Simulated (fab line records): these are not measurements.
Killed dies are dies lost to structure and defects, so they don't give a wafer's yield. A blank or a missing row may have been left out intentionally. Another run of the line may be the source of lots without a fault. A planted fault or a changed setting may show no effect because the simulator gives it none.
Which of the tools did it? || flow gf180mcu || 12 lots, 36 wafers sampled, at 5 steps of a route of 602

## WHAT THE GAUGES SHOWED, per wafer
GF_M1_THK_MEAS_06: measures by xrf.
{"lot": "L418", "measured": "day 16 02:52", "on": "filmMetro-02", "M1_ALCU_THK (nm)": "462 468 462"}
{"lot": "L421", "measured": "day 17 07:29", "on": "filmMetro-02", "M1_ALCU_THK (nm)": "456 458 453"}
{"lot": "L424", "measured": "day 18 13:44", "on": "filmMetro-01", "M1_ALCU_THK (nm)": "466 463 465"}
{"lot": "L425", "measured": "day 18 23:50", "on": "filmMetro-04", "M1_ALCU_THK (nm)": "446 447 449"}
{"lot": "L426", "measured": "day 19 06:58", "on": "filmMetro-01", "M1_ALCU_THK (nm)": "458 458 459"}
{"lot": "L434", "measured": "day 22 04:38", "on": "filmMetro-01", "M1_ALCU_THK (nm)": "466 464 459"}
{"lot": "L435", "measured": "day 22 09:46", "on": "filmMetro-02", "M1_ALCU_THK (nm)": "458 463 459"}
{"lot": "L437", "measured": "day 23 00:34", "on": "filmMetro-01", "M1_ALCU_THK (nm)": "460 466 459"}
{"lot": "L438", "measured": "day 23 10:52", "on": "filmMetro-01", "M1_ALCU_THK (nm)": "464 462 461"}
{"lot": "L439", "measured": "day 23 16:56", "on": "filmMetro-04", "M1_ALCU_THK (nm)": "447 448 446"}
{"lot": "L440", "measured": "day 23 23:12", "on": "filmMetro-01", "M1_ALCU_THK (nm)": "457 456 454"}
{"lot": "L441", "measured": "day 24 05:23", "on": "filmMetro-04", "M1_ALCU_THK (nm)": "458 454 459"}

GF_V1_CD_MEAS_14 targets a cd of 260 nm.
{"lot": "L418", "measured": "day 18 01:20", "on": "cdSem-01", "cdNm (nm)": "259.2 260.4 261.2"}
{"lot": "L421", "measured": "day 19 09:43", "on": "cdSem-02", "cdNm (nm)": "260.2 259.7 259.7"}
{"lot": "L424", "measured": "day 20 15:11", "on": "cdSem-02", "cdNm (nm)": "260.5 261.7 260.9"}
{"lot": "L425", "measured": "day 21 02:19", "on": "cdSem-01", "cdNm (nm)": "258.0 259.6 257.6"}
{"lot": "L426", "measured": "day 21 09:05", "on": "cdSem-02", "cdNm (nm)": "259.3 260.3 260.0"}
{"lot": "L434", "measured": "day 24 03:35", "on": "cdSem-01", "cdNm (nm)": "263.9 259.9 258.9"}
{"lot": "L435", "measured": "day 24 08:29", "on": "cdSem-01", "cdNm (nm)": "263.0 260.5 263.7"}
{"lot": "L437", "measured": "day 24 22:21", "on": "cdSem-02", "cdNm (nm)": "261.2 261.3 261.7"}
{"lot": "L438", "measured": "day 25 08:15", "on": "cdSem-02", "cdNm (nm)": "258.4 258.7 258.8"}
{"lot": "L439", "measured": "day 25 13:25", "on": "cdSem-02", "cdNm (nm)": "259.7 260.6 260.8"}
{"lot": "L440", "measured": "day 25 19:28", "on": "cdSem-02", "cdNm (nm)": "260.4 260.5 260.8"}
{"lot": "L441", "measured": "day 26 01:43", "on": "cdSem-01", "cdNm (nm)": "261.4 260.2 260.7"}

## WHAT TOOL EACH LOT RAN ON (gives the tool, then ch and the chambers of the sampled wafers, and finally the start)
{"lot": "L418", "GF_M1_METAL_ETCH_16": "rieMetal-02 ch 0,1, day 17 01:00", "GF_M1_STRIP_17": "plasmaAsher-03 ch 0,1, day 17 01:08", "GF_V1_PEB_12": "lithoTrack-03 ch 0, day 18 00:59"}
{"lot": "L421", "GF_M1_METAL_ETCH_16": "rieMetal-01 ch 0,1, day 18 07:29", "GF_M1_STRIP_17": "plasmaAsher-04 ch 0,1, day 18 07:37", "GF_V1_PEB_12": "lithoTrack-04 ch 0, day 19 09:22"}
{"lot": "L424", "GF_M1_METAL_ETCH_16": "rieMetal-02 ch 0,1, day 19 13:59", "GF_M1_STRIP_17": "plasmaAsher-02 ch 0,1, day 19 14:06", "GF_V1_PEB_12": "lithoTrack-03 ch 0, day 20 14:50"}
{"lot": "L425", "GF_M1_METAL_ETCH_16": "rieMetal-02 ch 0,1, day 20 00:38", "GF_M1_STRIP_17": "plasmaAsher-02 ch 0,1, day 20 00:45", "GF_V1_PEB_12": "lithoTrack-02 ch 0, day 21 01:59"}
{"lot": "L426", "GF_M1_METAL_ETCH_16": "rieMetal-02 ch 0,1, day 20 07:20", "GF_M1_STRIP_17": "plasmaAsher-02 ch 0,1, day 20 07:28", "GF_V1_PEB_12": "lithoTrack-03 ch 0, day 21 08:44"}
{"lot": "L434", "GF_M1_METAL_ETCH_16": "rieMetal-03 ch 0,1, day 23 03:50", "GF_M1_STRIP_17": "plasmaAsher-03 ch 0,1, day 23 03:58", "GF_V1_PEB_12": "lithoTrack-03 ch 0, day 24 03:14"}
{"lot": "L435", "GF_M1_METAL_ETCH_16": "rieMetal-02 ch 0, day 23 08:54", "GF_M1_STRIP_17": "plasmaAsher-02 ch 0,1, day 23 09:09", "GF_V1_PEB_12": "lithoTrack-03 ch 0, day 24 08:08"}
{"lot": "L437", "GF_M1_METAL_ETCH_16": "rieMetal-02 ch 0, day 23 23:29", "GF_M1_STRIP_17": "plasmaAsher-02 ch 1, day 23 23:37", "GF_V1_PEB_12": "lithoTrack-02 ch 0, day 24 22:00"}
{"lot": "L438", "GF_M1_METAL_ETCH_16": "rieMetal-02 ch 0,1, day 24 09:17", "GF_M1_STRIP_17": "plasmaAsher-04 ch 0,1, day 24 09:25", "GF_V1_PEB_12": "lithoTrack-02 ch 0, day 25 07:54"}
{"lot": "L439", "GF_M1_METAL_ETCH_16": "rieMetal-03 ch 0,1, day 24 14:59", "GF_M1_STRIP_17": "plasmaAsher-02 ch 0,1, day 24 15:07", "GF_V1_PEB_12": "lithoTrack-02 ch 0, day 25 13:05"}
{"lot": "L440", "GF_M1_METAL_ETCH_16": "rieMetal-03 ch 0, day 24 21:03", "GF_M1_STRIP_17": "plasmaAsher-04 ch 0,1, day 24 21:11", "GF_V1_PEB_12": "lithoTrack-02 ch 0, day 25 19:08"}
{"lot": "L441", "GF_M1_METAL_ETCH_16": "rieMetal-02 ch 0, day 25 03:09", "GF_M1_STRIP_17": "plasmaAsher-04 ch 0,1, day 25 03:16", "GF_V1_PEB_12": "lithoTrack-02 ch 0, day 26 01:23"}
- GF_M1_METAL_ETCH_16: etches the open film in Cl2/BCl3, stops on SiO2, target depth 750.8 nm, time 125.1 s.
- GF_M1_STRIP_17: strips in O2/N2.
- GF_V1_PEB_12: peb time 90 s.

## AS READ BY THE TOOLS THEMSELVES (means over the sampled wafers that have a number; for cases with no such wafer, the mark the record gives instead)
GF_M1_METAL_ETCH_16.
{"lot": "L418", "tool": "rieMetal-02", "drypumpMotorCurrentA (A)": 5.6, "oesProductAu (a.u.)": 0.987, "throttleValvePct (%)": 28.230}
{"lot": "L421", "tool": "rieMetal-01", "drypumpMotorCurrentA (A)": 5.9, "oesProductAu (a.u.)": 0.992, "throttleValvePct (%)": 28.231}
{"lot": "L424", "tool": "rieMetal-02", "drypumpMotorCurrentA (A)": 5.6, "oesProductAu (a.u.)": 0.987, "throttleValvePct (%)": 28.230}
{"lot": "L425", "tool": "rieMetal-02", "drypumpMotorCurrentA (A)": 5.6, "oesProductAu (a.u.)": 0.985, "throttleValvePct (%)": 28.239}
{"lot": "L426", "tool": "rieMetal-02", "drypumpMotorCurrentA (A)": 5.6, "oesProductAu (a.u.)": 0.996, "throttleValvePct (%)": 28.238}
{"lot": "L434", "tool": "rieMetal-03", "drypumpMotorCurrentA (A)": 5.5, "oesProductAu (a.u.)": 0.988, "throttleValvePct (%)": 28.222}
{"lot": "L435", "tool": "rieMetal-02", "drypumpMotorCurrentA (A)": 5.4, "oesProductAu (a.u.)": 0.991, "throttleValvePct (%)": 28.233}
{"lot": "L437", "tool": "rieMetal-02", "drypumpMotorCurrentA (A)": 5.4, "oesProductAu (a.u.)": 0.988, "throttleValvePct (%)": 28.221}
{"lot": "L438", "tool": "rieMetal-02", "drypumpMotorCurrentA (A)": 5.6, "oesProductAu (a.u.)": 0.992, "throttleValvePct (%)": 28.215}
{"lot": "L439", "tool": "rieMetal-03", "drypumpMotorCurrentA (A)": 5.7, "oesProductAu (a.u.)": 0.993, "throttleValvePct (%)": 28.233}
{"lot": "L440", "tool": "rieMetal-03", "drypumpMotorCurrentA (A)": 5.8, "oesProductAu (a.u.)": 0.993, "throttleValvePct (%)": 28.235}
{"lot": "L441", "tool": "rieMetal-02", "drypumpMotorCurrentA (A)": 5.4, "oesProductAu (a.u.)": 0.988, "throttleValvePct (%)": 28.224}

GF_M1_STRIP_17.
{"lot": "L418", "tool": "plasmaAsher-03", "drypumpMotorCurrentA (A)": 5.5, "heaterPowerW (W)": 352, "oesProductAu (a.u.)": 0.540, "stripTimeToEndpointS (s)": 7.40}
{"lot": "L421", "tool": "plasmaAsher-04", "drypumpMotorCurrentA (A)": 6.3, "heaterPowerW (W)": 331, "oesProductAu (a.u.)": 0.536, "stripTimeToEndpointS (s)": 7.41}
{"lot": "L424", "tool": "plasmaAsher-02", "drypumpMotorCurrentA (A)": 5.6, "heaterPowerW (W)": 379, "oesProductAu (a.u.)": 0.537, "stripTimeToEndpointS (s)": 7.38}
{"lot": "L425", "tool": "plasmaAsher-02", "drypumpMotorCurrentA (A)": 5.7, "heaterPowerW (W)": 332, "oesProductAu (a.u.)": 0.538, "stripTimeToEndpointS (s)": 7.46}
{"lot": "L426", "tool": "plasmaAsher-02", "drypumpMotorCurrentA (A)": 5.5, "heaterPowerW (W)": 370, "oesProductAu (a.u.)": 0.540, "stripTimeToEndpointS (s)": 7.39}
{"lot": "L434", "tool": "plasmaAsher-03", "drypumpMotorCurrentA (A)": 5.8, "heaterPowerW (W)": 358, "oesProductAu (a.u.)": 0.542, "stripTimeToEndpointS (s)": 7.39}
{"lot": "L435", "tool": "plasmaAsher-02", "drypumpMotorCurrentA (A)": 5.7, "heaterPowerW (W)": 333, "oesProductAu (a.u.)": 0.541, "stripTimeToEndpointS (s)": 7.45}
{"lot": "L437", "tool": "plasmaAsher-02", "drypumpMotorCurrentA (A)": 5.5, "heaterPowerW (W)": 419, "oesProductAu (a.u.)": 0.541, "stripTimeToEndpointS (s)": 7.43}
{"lot": "L438", "tool": "plasmaAsher-04", "drypumpMotorCurrentA (A)": 6.1, "heaterPowerW (W)": 326, "oesProductAu (a.u.)": 0.541, "stripTimeToEndpointS (s)": 7.40}
{"lot": "L439", "tool": "plasmaAsher-02", "drypumpMotorCurrentA (A)": 5.5, "heaterPowerW (W)": 376, "oesProductAu (a.u.)": 0.534, "stripTimeToEndpointS (s)": 7.36}
{"lot": "L440", "tool": "plasmaAsher-04", "drypumpMotorCurrentA (A)": 6.0, "heaterPowerW (W)": 325, "oesProductAu (a.u.)": 0.535, "stripTimeToEndpointS (s)": 7.34}
{"lot": "L441", "tool": "plasmaAsher-04", "drypumpMotorCurrentA (A)": 6.1, "heaterPowerW (W)": 327, "oesProductAu (a.u.)": 0.535, "stripTimeToEndpointS (s)": 7.41}

GF_V1_PEB_12.
{"lot": "L418", "tool": "lithoTrack-03", "chillPlateTempC (C)": 22.95}
{"lot": "L421", "tool": "lithoTrack-04", "chillPlateTempC (C)": 22.98}
{"lot": "L424", "tool": "lithoTrack-03", "chillPlateTempC (C)": 22.84}
{"lot": "L425", "tool": "lithoTrack-02", "chillPlateTempC (C)": 22.99}
{"lot": "L426", "tool": "lithoTrack-03", "chillPlateTempC (C)": 22.89}
{"lot": "L434", "tool": "lithoTrack-03", "chillPlateTempC (C)": 22.94}
{"lot": "L435", "tool": "lithoTrack-03", "chillPlateTempC (C)": 22.95}
{"lot": "L437", "tool": "lithoTrack-02", "chillPlateTempC (C)": 22.91}
{"lot": "L438", "tool": "lithoTrack-02", "chillPlateTempC (C)": 23.10}
{"lot": "L439", "tool": "lithoTrack-02", "chillPlateTempC (C)": 23.08}
{"lot": "L440", "tool": "lithoTrack-02", "chillPlateTempC (C)": 23.05}
{"lot": "L441", "tool": "lithoTrack-02", "chillPlateTempC (C)": 22.89}

## THE ANSWER, worked out from the rows above alone
Rule: usual is defined by the lots themselves. The widest of any qualifying gaps counts: lots, ordered by their means at a reading, are off when they make up no more than a third of the lots, leave a main group of 4 or more, and stand apart from it by 3 or more times the standard deviation of that group's means. If all means in a main group match to the digits the tables above print for the reading, that group is not used. Also off: a lot with no number at a reading for which 4 or more lots have one. Any other lot the step has rows for is counted as sound. After the gauges, taken in route order, come the tools' own readings; for these a lot's mean is taken, as printed above. The first step at which some lot is off is used, and at that step the reading that is off furthest; a lot without a number counts as furthest.
Across all readings shown, no lot is off: no conclusion can be drawn from this.

## WHAT WAS PUT IN BY THE SIMULATOR
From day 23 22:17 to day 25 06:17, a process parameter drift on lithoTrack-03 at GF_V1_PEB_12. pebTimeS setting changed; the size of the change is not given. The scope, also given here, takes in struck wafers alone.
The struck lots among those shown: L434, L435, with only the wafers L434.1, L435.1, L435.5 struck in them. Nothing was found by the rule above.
